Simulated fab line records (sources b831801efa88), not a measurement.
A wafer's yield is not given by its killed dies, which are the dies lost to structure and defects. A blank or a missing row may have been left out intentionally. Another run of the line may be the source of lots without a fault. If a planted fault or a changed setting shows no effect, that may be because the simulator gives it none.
Which tool did it? / flow gf180mcu / 18 wafers from 6 lots sampled at 2 of the route's 602 steps

WHAT THE GAUGES SHOWED, per wafer
GF_V1_CD_MEAS_14: the cd target is 260 nm.
lot=L322; measured=day 18 08:26; on=cd_sem-01; cd_nm (nm)=260.0 260.1 259.4
lot=L325; measured=day 20 00:32; on=cd_sem-01; cd_nm (nm)=258.8 258.0 259.1
lot=L327; measured=day 20 18:57; on=cd_sem-01; cd_nm (nm)=260.3 259.8 259.8
lot=L329; measured=day 22 03:55; on=cd_sem-02; cd_nm (nm)=260.9 261.1 261.3
lot=L331; measured=day 22 15:33; on=cd_sem-02; cd_nm (nm)=259.6 259.7 260.4
lot=L337; measured=day 24 10:04; on=cd_sem-02; cd_nm (nm)=259.1 261.1 258.8

WHICH TOOL RAN EACH LOT (tool, then ch and the chambers of the sampled wafers, then the start)
lot=L322; GF_CONTACT_SPUTTER_22=pvd_sputter-03, day 16 08:04
lot=L325; GF_CONTACT_SPUTTER_22=pvd_sputter-04, day 17 21:14
lot=L327; GF_CONTACT_SPUTTER_22=pvd_sputter-04, day 18 15:26
lot=L329; GF_CONTACT_SPUTTER_22=pvd_sputter-03, day 20 01:22
lot=L331; GF_CONTACT_SPUTTER_22=pvd_sputter-04, day 20 12:16
lot=L337; GF_CONTACT_SPUTTER_22=pvd_sputter-04, day 22 11:31
- GF_CONTACT_SPUTTER_22: material Ti, target thk 15 nm, time 80.02 s.

THE ANSWER, worked out from the rows above alone
Rule: what is usual is taken from the lots themselves. The widest of any qualifying gaps counts: lots, ordered by their means at a reading, are off when they make up no more than a third of the lots, leave a main group of 4 or more, and stand apart from it by 3 or more times the standard deviation of that group's means. Not used: any main group whose means are identical at the precision the tables above print for the reading. Also off: a lot with no number at a reading for which 4 or more lots have one. Where the step has rows for the other lots, those lots are counted as sound.
Nothing can be told from this: no lot is off at any reading shown.

WHAT THE SIMULATOR HAD INSERTED
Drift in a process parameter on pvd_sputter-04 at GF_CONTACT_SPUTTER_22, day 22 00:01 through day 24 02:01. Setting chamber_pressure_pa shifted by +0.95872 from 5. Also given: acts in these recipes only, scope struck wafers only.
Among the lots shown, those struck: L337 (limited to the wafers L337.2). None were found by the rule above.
